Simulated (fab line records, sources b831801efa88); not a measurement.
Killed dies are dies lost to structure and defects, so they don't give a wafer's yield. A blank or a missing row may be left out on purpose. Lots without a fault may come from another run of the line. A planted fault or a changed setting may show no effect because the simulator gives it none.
One fault seen from 2 desks | flow gf180mcu | each desk has only its own numbers; what lay behind them comes last

THE TOOL OWNER'S DESK: implanter-02
The tool's own readings at GF_HV_LDD_IMPLANT_36: means of the sampled wafers that have a number, for each lot that ran on this tool. A lot is out of limits, marked OUT, if its mean lies more than 4 standard deviations from the usual mean; the brackets give that distance.
Columns: A = beam_energy_keV at GF_HV_LDD_IMPLANT_36, usual 60.004; B = rotation_deg at GF_HV_LDD_IMPLANT_36, usual 270.00 degrees
lot  | first seen here | A      | B
L148 | day 12 10:20    | 60.014 | 270.02
L149 | day 12 14:32    | 60.023 | 269.98
L150 | day 13 01:05    | 60.006 | 270.00
L151 | day 13 05:41    | 60.003 | 270.02
L153 | day 13 22:17    | 60.006 | 269.98
L158 | day 15 11:05    | 59.987 | 324.74 (+99 or more) OUT
L159 | day 15 18:37    | 60.001 | 324.76 (+99 or more) OUT
L160 | day 16 04:08    | 59.999 | 324.73 (+99 or more) OUT
This desk's finding: out of limits on L158, L159, L160; first on L158, day 15 11:05 (rotation_deg at GF_HV_LDD_IMPLANT_36). In limits: L148, L149, L150, L151, L153.

THE METROLOGY DESK
What the gauges read, lot by lot, whatever tool the lot ran on: means of the sampled wafers that have a number. A lot is out of limits, marked OUT, if its mean lies more than 4 standard deviations from the usual mean; the brackets give that distance.
Columns: A = V1_W_RS at GF_V1_RS_MEAS_24, usual 0.328 ohm/sq
lot  | first seen here | A
L148 | day 19 06:05    | 0.326
L149 | day 19 08:41    | 0.335
L150 | day 20 01:55    | 0.328
L151 | day 20 05:42    | 0.332
L152 | day 20 17:55    | 0.326
L153 | day 21 01:39    | 0.327
L154 | day 21 07:59    | 0.326
L158 | day 22 17:20    | 0.327
L159 | day 23 01:27    | 0.325
L160 | day 23 10:50    | 0.325
L165 | day 25 03:16    | 0.324
L166 | day 25 06:31    | 0.326
L167 | day 25 13:43    | 0.326
L169 | day 26 10:26    | 0.324
This desk's finding: nothing out of limits on any of the 14 lots.

PUT TOGETHER
The tool owner's desk could have raised an alarm at day 15 11:05, on L158, L159, L160.
The metrology desk saw nothing out of limits.
The metrology desk has L158, L159, L160 on record, within its limits.
Of the lots named, all ran GF_HV_LDD_IMPLANT_36 on implanter-02.

WHAT THE SIMULATOR HAD PUT IN
Process parameter drift: implanter-02, from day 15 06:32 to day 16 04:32, at GF_HV_LDD_IMPLANT_36. Setting rotation_deg, moved by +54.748, from 270. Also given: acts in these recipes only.
Lots struck among those shown: L158, L159, L160.
Hours from the fault's start to each desk's first reading out of limits: the tool owner's desk, 5.
